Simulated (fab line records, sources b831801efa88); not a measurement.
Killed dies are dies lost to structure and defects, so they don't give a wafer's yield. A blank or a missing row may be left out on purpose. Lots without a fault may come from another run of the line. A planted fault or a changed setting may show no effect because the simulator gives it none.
A struck lot beside a sound one | flow sky130 | 43 steps out of a route of 708
Sound: wafers L387.2, L387.3, L387.6. Struck: wafer L391.5. (L391.4, L391.6 of the same lot were not struck and are left out.) The cause comes at the end.
At each step with rows: each side's tool, then ch and its chambers, then its first start. Under that, the readings that differ: sound wafers | struck wafers | difference of the means | sigmas: that difference in standard deviations of wafers without a fault.
alike: readings whose means differ by less than 2 such deviations, and words and numbers that are the same on both sides. not compared: withheld readings, readings that some wafer has no value for, bounds like >300 that may hide the same value, and numbers for which the record gives no deviation and whose values overlap.
The two part at a step that has a row with sigmas, a row that says differs or no value, or rows on one side only. Numbers that don't overlap but have no deviation are shown without sigmas and don't part them. A reading that every wafer of one side lacks parts them only if that side has two wafers or more.

first, 6 steps without rows for these wafers: SKY_CONTACT_ETCH_18 (etches Si3N4 in CHF3/O2, stops on TiN, time 39 s, target depth 75 nm); SKY_CONTACT_STRIP_19 (strips in O2/N2); SKY_CONTACT_STRIP_20 (strips in post etch residue remover, time 1200 s); SKY_CONTACT_CLEAN_21 (cleans in IPA, time 180 s); SKY_CONTACT_CLEAN_22 (cleans in O3/DIW); SKY_CONTACT_SPUTTER_23 (material TiN, target thk 20 nm, time 80 s).
SKY_CONTACT_CVD_24: deposits W, target thk 340 nm, time 102.12 s.
  sound on cvd_w-01 ch 0,1, day 33 08:11; struck on cvd_w-01 ch 1, day 34 06:33
  alike: heater_power_w
  not compared: since_wet_clean_h
SKY_CONTACT_RS_MEAS_25: measures by four-point-probe.
  sound on film_metro-03, day 33 08:19; struck on film_metro-02, day 34 06:43
  alike: CONTACT_W_RS
SKY_CONTACT_THK_MEAS_26: measures by xrf.
  sound on film_metro-03, day 33 08:26; struck on film_metro-02, day 34 06:49
  alike: CONTACT_W_THK
SKY_CONTACT_CMP_27: polishes, stops on SiO2, t overpolish 15 s, target thk 0 nm.
  sound on cmp-01 ch 0,2,3, day 33 08:29; struck on cmp-02 ch 3, day 34 06:53
  reading             | sound          | struck | difference | sigmas
  motor_current_A (A) | 12.1 10.5 12.5 | 9.7    | -2.0       | -2
  alike: overpolish_run_s, slurry_filter_dp_kPa, time_to_endpoint_s
then, 2 steps without rows for these wafers: SKY_METAL1_SPUTTER_00 (material Ti, target thk 15 nm, time 10 s); SKY_METAL1_SPUTTER_01 (material TiN, target thk 20 nm, time 16.7 s).
SKY_METAL1_SPUTTER_02: material AlCu, target thk 250 nm, time 13.3 s.
  sound on pvd_sputter-03, day 33 08:50; struck on pvd_sputter-03, day 34 07:11
  alike: throttle_valve_pct
then, 2 steps without rows for these wafers: SKY_METAL1_SPUTTER_03 (material Ti, target thk 5 nm, time 3.3 s); SKY_METAL1_SPUTTER_04 (material TiN, target thk 70 nm, time 58.3 s).
SKY_METAL1_RS_MEAS_05: measures by four-point-probe.
  sound on film_metro-04, day 33 08:56; struck on film_metro-04, day 34 07:20
  alike: METAL1_ALCU_RS
SKY_METAL1_THK_MEAS_06: measures by xrf.
  sound on film_metro-04, day 33 09:03; struck on film_metro-04, day 34 07:26
  alike: METAL1_ALCU_THK
then, 8 steps without rows for these wafers: SKY_METAL1_DEHYDRATE_07 (time 60 s); SKY_METAL1_HMDS_08 (prime time 60 s); SKY_METAL1_COAT_09 (resist thk 60 nm); SKY_METAL1_COAT_10 (resist thk 450 nm); SKY_METAL1_SOFTBAKE_11 (time 90 s); SKY_METAL1_EXPOSE_12 (exposes mask MM1, target cd 140 nm); SKY_METAL1_PEB_13; SKY_METAL1_DEVELOP_14 (develop time 60 s).
SKY_METAL1_CD_MEAS_15: target cd 140 nm.
  sound on cd_sem-01, day 34 12:29; struck on cd_sem-02, day 35 09:38
  alike: cd_nm
SKY_METAL1_OVL_MEAS_16:
  sound on overlay-02, day 34 12:37; struck on overlay-02, day 35 09:42
  alike: METAL1_OVL
then, 2 steps without rows for these wafers: SKY_METAL1_DESCUM_17 (chemistry O2, time 8 s); SKY_METAL1_ETCH_18 (etches BARC in N2/H2, stops on SiO2, time 45.9 s, target depth 60 nm).
SKY_METAL1_METAL_ETCH_19: etches the open film in Cl2/BCl3, stops on SiO2, target depth 360 nm, time 78 s.
  sound on rie_metal-01 ch 0,1, day 34 12:44; struck on rie_metal-02 ch 0, day 35 10:00
  alike: drypump_motor_current_A, oes_product_au, throttle_valve_pct
  not compared: rf_hours_counter_h
SKY_METAL1_STRIP_20: strips in O2/N2.
  sound on plasma_asher-02 ch 0,1, day 34 12:50; struck on plasma_asher-02 ch 0, day 35 10:07
  reading                     | sound       | struck | difference | sigmas
  drypump_motor_current_A (A) | 5.2 6.4 5.2 | 6.4    | +0.8       | +2
  alike: oes_product_au, strip_time_to_endpoint_s
  not compared: rf_hours_counter_h
then, 4 steps without rows for these wafers: SKY_METAL1_STRIP_21 (strips in post etch residue remover, time 1200 s); SKY_METAL1_CLEAN_22 (cleans in IPA, time 180 s); SKY_METAL1_CLEAN_23 (cleans in O3/DIW); SKY_VIA1_HDPCVD_00 (deposits SiO2, target thk 1030 nm, time 171.7 s).
SKY_VIA1_THK_MEAS_01:
  sound on film_metro-01, day 34 13:35; struck on film_metro-03, day 35 10:52
  alike: VIA1_HDPCVD_THK
SKY_VIA1_CMP_02: polishes SiO2.
  sound on cmp-01 ch 1,3, day 34 13:41; struck on cmp-02 ch 3, day 35 10:56
  alike: motor_current_A, slurry_filter_dp_kPa
SKY_VIA1_BOW_MEAS_03:
  sound on film_metro-01, day 34 13:57; struck on film_metro-01, day 35 11:15
  alike: VIA1_BOW
then, 4 steps without rows for these wafers: SKY_VIA1_DEHYDRATE_04 (time 60 s); SKY_VIA1_HMDS_05 (prime time 60 s); SKY_VIA1_COAT_06 (resist thk 60 nm); SKY_VIA1_COAT_07 (resist thk 450 nm).
-- the record jumps here: 12 days lie between the struck wafers' starts before and after (it left off in module VIA1 and takes up again in module PAD_OPEN, whose first step shown is number 708 of the route) --
SKY_PAD_OPEN_PROBE_99:
  sound on prober-02, day 47 04:22; struck on prober-02, day 47 21:38
  reading                               | sound             | struck | difference | sigmas
  defect_limited_yield (%)              | 80.7 84.8 81.5    | 73.2   | -9.1       | -5
  killed_at_M0_to_M3                    | 56 47 55          | 101    | +48        | +7
  killed_dies                           | 95 75 91          | 132    | +45        | +5
  sort_bin_3_pad_short (%)              | 1.0 1.0 1.0       | 3.3    | +2.3       | +5
  sort_bin_5_function (%)               | 10.8 8.3 9.6      | 16.9   | +7.3       | +5
  sort_n_pass                           | 397 417 401       | 360    | -45        | -5
  sort_yield_pct (%)                    | 80.7 84.8 81.5    | 73.2   | -9.1       | -5
  model.etest.tester.sort_n_pass        | 397 417 401       | 360    | -45        |
  model.etest.tester.sort_yield_pct (%) | 80.69 84.76 81.5  | 73.17  | -9.15      |
  model.etest.tester.sort_bin_5_pct (%) | 10.77 8.333 9.553 | 16.87  | +7.32      |
  model.etest.tester.sort_bin_3_pct (%) | 1.016 1.016 1.016 | 3.252  | +2.236     |
  alike: killed_at_M4_up, killed_at_contacts, killed_at_front_end, killed_at_other, killed_open, killed_short, sort_bin_6_memory
  not compared: model.etest.tester.sort_bin_6_pct

WHERE THEY PART
First at SKY_CONTACT_CMP_27; last, within this record, at SKY_PAD_OPEN_PROBE_99.

WHY: what the simulator had put in
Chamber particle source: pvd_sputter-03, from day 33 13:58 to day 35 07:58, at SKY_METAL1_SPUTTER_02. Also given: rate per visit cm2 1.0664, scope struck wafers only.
